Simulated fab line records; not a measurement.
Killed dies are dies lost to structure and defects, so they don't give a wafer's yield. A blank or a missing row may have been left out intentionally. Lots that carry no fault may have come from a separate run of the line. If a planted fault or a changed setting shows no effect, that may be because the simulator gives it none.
Which tool did it? -- flow sky130 -- 17 wafers from 6 lots sampled at 2 of the route's 708 steps

WHAT THE GAUGES SHOWED, per wafer
SKY_CAP2M_THK_MEAS_04: measures by xrf.
lot,measured,on,CAP2M_TIN_THK (nm)
L555,day 40 00:43,film metro-04,200.1 199.6 199.5
L558,day 41 22:14,film metro-01,203.4 206.0 203.3
L559,day 41 18:06,film metro-01,201.3 203.8 205.9
L561,day 42 11:08,film metro-02,201.5 200.6 199.5
L563,day 42 12:08,film metro-01,208.3 206.5 204.6
L569,day 44 06:37,film metro-02,200.5 201.9

EACH LOT AND THE TOOL THAT RAN IT (in order: tool; ch and the chambers of the sampled wafers; start)
lot,SKY_SONOS_ONO_OXIDATION_00
L555,"furnace-01 ch 0, day 11 19:36"
L558,"furnace-01 ch 0, day 13 14:43"
L559,"furnace-01 ch 0, day 13 16:04"
L561,"furnace-02 ch 0, day 14 04:40"
L563,"furnace-01 ch 0, day 14 12:31"
L569,"furnace-01 ch 0, day 16 17:25"
- SKY_SONOS_ONO_OXIDATION_00: stabilise 600 s, purge 300 s, target thk 2.6 nm.

THE ANSWER, worked out from the rows above alone
Rule: usual is defined by the lots themselves. Put in order of their means at a reading, lots are off if they are a third of the lots or fewer, leave a main group of 4 or more, and stand apart from it by a gap of 3 or more times the standard deviation of the main group's means; of several such gaps the widest counts. Not used: any main group whose means are identical at the precision the tables above print for the reading. Also off: a lot with no number at a reading for which 4 or more lots have one. Any other lot the step has rows for is counted as sound.
Nothing can be told from this: no lot is off at any reading shown.

WHAT THE SIMULATOR HAD PUT IN
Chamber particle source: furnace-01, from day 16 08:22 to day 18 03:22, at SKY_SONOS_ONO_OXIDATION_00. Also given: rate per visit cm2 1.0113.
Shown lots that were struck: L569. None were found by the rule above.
